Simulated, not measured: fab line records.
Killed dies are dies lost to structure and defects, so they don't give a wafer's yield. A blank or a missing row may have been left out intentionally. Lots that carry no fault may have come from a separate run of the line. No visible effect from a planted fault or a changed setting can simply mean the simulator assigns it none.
2 desks, one fault    flow gf180mcu    each desk has only its own numbers; what lay behind them comes last

THE METROLOGY DESK
Lot by lot, what the gauges showed, no matter which tool ran the lot: averages of those sampled wafers that carry a number. Marked OUT: a lot whose mean sits more than 4 standard deviations from the usual mean, which makes it out of limits; the brackets give that distance.
Columns: A = V5_BOW at GF_V5_BOW_MEAS_05, usual 133 um; B = V5_W_THK at GF_V5_THK_MEAS_25, usual 360 nm; C = TOP_METAL_ALCU_RS at GF_TOP_METAL_RS_MEAS_05, usual 0.03278 ohm/sq; D = TOP_METAL_ALCU_THK at GF_TOP_METAL_THK_MEAS_06, usual 904 nm
lot   first seen here  A    B    C                   D
L632  day 26 17:47     139  368  0.03277             900
L633  day 26 23:11     122  359  0.03294             905
L635  day 27 18:57     136  361  0.03281             908
L639  day 29 04:24     137  357  0.03254             915
L640  day 29 07:17     124  355  0.03309             895
L641  day 29 20:08     121  359  0.03244             911
L646  day 30 23:38     124  358  0.03260             908
L650  day 32 07:44     126  360  0.03010 (-9.6) OUT  1000 (+11) OUT
L651  day 32 08:23     126  355  0.03026 (-9.0) OUT  993 (+9.9) OUT
L652  day 32 09:25     141  362  0.03275             905
L653  day 32 13:53     135  364  0.03281             907
L654  day 32 19:46     134  368  0.03256             905
This desk's finding: out of limits on L650, L651; first on L650, day 33 01:47 (TOP_METAL_ALCU_RS at GF_TOP_METAL_RS_MEAS_05). L632, L633, L635, L639, L640, L641, L646, L652, L653, L654: within limits.

TOOL OWNER'S DESK, pvd sputter-01
The tool's own readings at GF_TOP_METAL_SPUTTER_02 (material AlCu, target thk 900 nm, time 47.82 s): means of the sampled wafers that have a number, for each lot that ran on this tool. Marked OUT: a lot whose mean sits more than 4 standard deviations from the usual mean, which makes it out of limits; the brackets give that distance.
Columns: A = cathode dc power W at GF_TOP_METAL_SPUTTER_02, usual 10600 W; B = throttle valve pct at GF_TOP_METAL_SPUTTER_02, usual 30.1 %
lot   first seen here  A      B
L639  day 30 00:59     10600  29.0
L640  day 30 04:09     10599  30.2
L641  day 30 16:07     10600  29.9
L650  day 33 01:42     10601  29.8
L651  day 33 02:51     10600  30.0
This desk's finding: nothing out of limits on any of the 5 lots.

TAKEN TOGETHER
At day 33 01:47 the metrology desk could have sounded an alarm, on L650, L651.
The tool owner's desk saw nothing out of limits.
Tool owner's desk: L650, L651 on record, inside its limits.
All the named lots went through GF_TOP_METAL_SPUTTER_02 on pvd sputter-01.

WHAT THE SIMULATOR HAD PUT IN
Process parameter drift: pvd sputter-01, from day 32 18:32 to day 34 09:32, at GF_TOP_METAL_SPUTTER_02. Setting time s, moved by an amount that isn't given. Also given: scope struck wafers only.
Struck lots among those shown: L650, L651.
Delay in hours, fault start to first out-of-limits reading, per desk: metrology desk 7.
